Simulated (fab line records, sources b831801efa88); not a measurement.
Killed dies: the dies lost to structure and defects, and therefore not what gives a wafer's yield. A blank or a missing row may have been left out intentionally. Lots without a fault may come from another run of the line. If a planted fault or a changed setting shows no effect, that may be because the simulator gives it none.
Matching of chambers | flow sky130 | SKY_LI_CONTACT_ETCH_15 on rie-diel-04: 4 sister chambers
The step etches PSG in C4F8/O2/Ar, stops on Si, target depth 600 nm. 18 wafers are shown with their chamber, then 9 later ones without.

## WAFERS WITH THEIR CHAMBER
wafer  | chamber | oes-product-au (a.u.)
L074.4 | 0       | 0.835
L074.5 | 1       | 0.834
L074.6 | 2       | 0.833
L076.1 | 3       | 0.834
L076.4 | 2       | 0.846
L076.6 | 1       | 0.837
L082.1 | 0       | 0.832
L082.5 | 3       | 0.835
L082.6 | 2       | 0.833
L081.3 | 1       | 0.840
L081.5 | 1       | 0.834
L081.6 | 0       | 0.829
L084.2 | 0       | 0.832
L084.3 | 2       | 0.838
L084.5 | 1       | 0.833
L085.2 | 3       | 0.844
L085.3 | 1       | 0.837
L085.4 | 0       | 0.838

SIGNATURES (means of the wafers above)
reading        | chamber 0 | chamber 1 | chamber 2 | chamber 3 | scatter within a chamber
oes-product-au | 0.83320   | 0.83583   | 0.83750   | 0.83767   | 0.00427
Rule: for a wafer and a chamber, the distance is found by dividing, reading by reading, the gap between the wafer's reading and the chamber's mean by the reading's scatter, squaring, summing and taking the root. The wafer belongs to the nearest chamber; if the next one is less than 2 further off, it can't be placed. The scatter is the square root of a quotient: the sum, over the shown wafers, of each reading's squared deviation from its chamber's mean, divided by wafers minus chambers.

## WAFERS WHOSE CHAMBER IS MISSING
wafer  | oes-product-au (a.u.)
L090.3 | 0.838
L090.4 | 0.839
L090.5 | 0.846
L096.1 | 0.839
L096.2 | 0.843
L096.4 | 0.827
L097.1 | 0.838
L097.4 | 0.835
L097.5 | 0.836

## EACH ONE'S CHAMBER
wafer  | from the rows above               | in truth
L090.3 | can't be placed: 3 or 2 or 1 or 0 | 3
L090.4 | can't be placed: 3 or 2 or 1 or 0 | 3
L090.5 | can't be placed: 3 or 2 or 1 or 0 | 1
L096.1 | can't be placed: 3 or 2 or 1 or 0 | 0
L096.2 | can't be placed: 3 or 2 or 1 or 0 | 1
L096.4 | can't be placed: 0 or 1 or 2 or 3 | 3
L097.1 | can't be placed: 3 or 2 or 1 or 0 | 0
L097.4 | can't be placed: 1 or 0 or 2 or 3 | 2
L097.5 | can't be placed: 1 or 2 or 3 or 0 | 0
Placed correctly: 0 of 9. These rows do not allow placing 9 (true chamber among the candidates in 9). 0 placed wrongly.
